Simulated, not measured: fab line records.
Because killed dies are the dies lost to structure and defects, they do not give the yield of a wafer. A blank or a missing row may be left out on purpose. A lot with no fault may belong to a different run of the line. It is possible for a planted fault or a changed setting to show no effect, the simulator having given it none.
One fault seen from 2 desks || flow gf180mcu || only its own numbers are on each desk; what lay behind them is given at the end

== AT THE METROLOGY DESK ==
Means of the sampled wafers that have a number, per lot and without regard to the tool the lot ran on: this is what the gauges read. Any lot whose mean is over 4 standard deviations away from the usual mean is out of limits and marked OUT; that distance is given in the brackets.
Columns: A = NWELL_OVL at GF_NWELL_OVL_MEAS_07, usual -0.5 nm; B = NWELL_RS at GF_VT_IMPLANT_RS_MEAS_47, usual 487.8 ohm/sq
{"lot": "L549", "first seen here": "day 3 07:32", "A": -1.1, "B": 488.2}
{"lot": "L551", "first seen here": "day 3 17:59", "A": -0.7, "B": 489.0}
{"lot": "L552", "first seen here": "day 4 01:02", "A": -1.7, "B": 487.1}
{"lot": "L553", "first seen here": "day 4 04:02", "A": 1.4, "B": 487.9}
{"lot": "L557", "first seen here": "day 5 01:59", "A": 1.3, "B": 490.5}
{"lot": "L558", "first seen here": "day 5 09:46", "A": 1.0, "B": "493.1 (+5.3) OUT"}
{"lot": "L560", "first seen here": "day 5 20:34", "A": -0.4, "B": 488.3}
{"lot": "L561", "first seen here": "day 6 01:08", "A": -0.2, "B": 488.7}
{"lot": "L562", "first seen here": "day 6 05:47", "A": -1.3, "B": 488.1}
{"lot": "L563", "first seen here": "day 6 12:23", "A": -2.0, "B": 488.0}
{"lot": "L565", "first seen here": "day 6 21:56", "A": -1.0, "B": 487.0}
{"lot": "L571", "first seen here": "day 8 07:35", "A": 0.1, "B": 487.5}
Per this desk, out of limits: L558; the first was L558, day 10 04:27 (NWELL_RS at GF_VT_IMPLANT_RS_MEAS_47). Within limits: L549, L551, L552, L553, L557, L560, L561, L562, L563, L565, L571.

== DESK OF THE TOOL OWNER: implanter-04 ==
The tool's own readings at GF_NWELL_IMPLANT_09, given as means over the sampled wafers that have a number, one for each lot that went through this tool. Any lot whose mean is over 4 standard deviations away from the usual mean is out of limits and marked OUT; that distance is given in the brackets.
Columns: A = beam-on-s at GF_NWELL_IMPLANT_09, usual 9.96 s; B = dose-ions-cm2 at GF_NWELL_IMPLANT_09, usual 4e+12; C = faraday-current-uA at GF_NWELL_IMPLANT_09, usual 22.6; D = tilt-deg at GF_NWELL_IMPLANT_09, usual -0.004 degrees
{"lot": "L552", "first seen here": "day 4 01:13", "A": 9.98, "B": 4e+12, "C": 22.6, "D": 0.013}
{"lot": "L557", "first seen here": "day 5 02:10", "A": 9.83, "B": "4e+12 (-45) OUT", "C": 21.8, "D": -0.010}
{"lot": "L558", "first seen here": "day 5 09:58", "A": 10.03, "B": "4e+12 (-44) OUT", "C": 21.3, "D": -0.012}
Finding of this desk: L557, L558 out of limits; the first was L557 at day 5 02:10, on dose-ions-cm2 at GF_NWELL_IMPLANT_09. Within limits: L552.

== PUT TOGETHER ==
On L557, L558, at day 5 02:10, an alarm was possible from the tool owner's desk.
At day 10 04:27 the metrology desk could have sounded an alarm, on L558.
The metrology desk holds a record of L557, inside its limits.
GF_NWELL_IMPLANT_09 was run on implanter-04 by each of the lots named.

== WHAT THE SIMULATOR HAD PUT IN ==
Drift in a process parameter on implanter-04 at GF_NWELL_IMPLANT_09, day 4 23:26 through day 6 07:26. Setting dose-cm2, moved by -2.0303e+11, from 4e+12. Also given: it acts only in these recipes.
Lots struck among those shown: L557, L558.
Time in hours from fault onset to the first out-of-limits reading at each desk: tool owner's desk 3, metrology desk 125.
